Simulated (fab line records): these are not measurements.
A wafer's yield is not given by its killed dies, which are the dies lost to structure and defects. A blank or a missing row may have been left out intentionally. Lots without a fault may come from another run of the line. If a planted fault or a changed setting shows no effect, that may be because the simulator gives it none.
Which tool did it? | flow sfqLine | 15 lots, 45 wafers sampled, at 1 step of a route of 325

WHAT THE GAUGES SHOWED, per wafer
The record lacks any reading of a measuring or inspecting step that a usual standard deviation could be used to judge.

WHICH TOOL RAN EACH LOT (tool, then ch and the chambers of the sampled wafers, then the start)
lot  | SFQ_TRILAYER_M7_LITHO_COAT_177
L232 | lithoTrack-02 ch 0, day 63 11:20
L233 | lithoTrack-04 ch 0, day 63 18:34
L234 | lithoTrack-01 ch 0, day 63 20:24
L235 | lithoTrack-02 ch 0, day 64 03:29
L236 | lithoTrack-04 ch 0, day 65 05:55
L237 | lithoTrack-04 ch 0, day 65 08:17
L243 | lithoTrack-02 ch 0, day 67 01:05
L244 | lithoTrack-02 ch 0, day 67 09:32
L245 | lithoTrack-02 ch 0, day 67 12:41
L247 | lithoTrack-04 ch 0, day 67 23:27
L250 | lithoTrack-01 ch 0, day 68 16:49
L251 | lithoTrack-04 ch 0, day 69 08:26
L252 | lithoTrack-04 ch 0, day 69 10:53
L253 | lithoTrack-02 ch 0, day 69 18:02
L254 | lithoTrack-04 ch 0, day 69 19:22
- SFQ_TRILAYER_M7_LITHO_COAT_177: resist thk 600 nm.

WHAT THE TOOLS THEMSELVES READ (means of the sampled wafers that have a number; where no wafer has one, the mark that the record gives instead)
SFQ_TRILAYER_M7_LITHO_COAT_177.
lot  | tool          | spinSpeedRpm (rpm)
L232 | lithoTrack-02 | 3001.6
L233 | lithoTrack-04 | 3000.8
L234 | lithoTrack-01 | 3003.3
L235 | lithoTrack-02 | 2999.5
L236 | lithoTrack-04 | 3000.9
L237 | lithoTrack-04 | 3001.6
L243 | lithoTrack-02 | 2594.4
L244 | lithoTrack-02 | 2592.3
L245 | lithoTrack-02 | 2593.2
L247 | lithoTrack-04 | 2999.7
L250 | lithoTrack-01 | 3001.3
L251 | lithoTrack-04 | 2998.1
L252 | lithoTrack-04 | 2999.0
L253 | lithoTrack-02 | 3000.1
L254 | lithoTrack-04 | 3000.9

THE ANSWER, worked out from the rows above alone
Rule: what is usual is taken from the lots themselves. The widest of any qualifying gaps counts: lots, ordered by their means at a reading, are off when they make up no more than a third of the lots, leave a main group of 4 or more, and stand apart from it by 3 or more times the standard deviation of that group's means. If all means in a main group match to the digits the tables above print for the reading, that group is not used. Also off: a lot with no number at a reading for which 4 or more lots have one. Any other lot the step has rows for is counted as sound. Order of review: gauges by route order, followed by the tools' own readings, for which a lot's mean as printed above is used. The first step at which some lot is off is used, and at that step the reading that is off furthest; a lot without a number counts as furthest.
Off: L243, L244, L245 (SFQ_TRILAYER_M7_LITHO_COAT_177, spinSpeedRpm). Mean 3000.6 rpm and standard deviation 1.3 in the main group.
A tool fits if, at that step or a process step before it, it ran every lot that is off, and no sound lot after the first of them. None of those tried fits.

WHAT THE SIMULATOR PUT IN
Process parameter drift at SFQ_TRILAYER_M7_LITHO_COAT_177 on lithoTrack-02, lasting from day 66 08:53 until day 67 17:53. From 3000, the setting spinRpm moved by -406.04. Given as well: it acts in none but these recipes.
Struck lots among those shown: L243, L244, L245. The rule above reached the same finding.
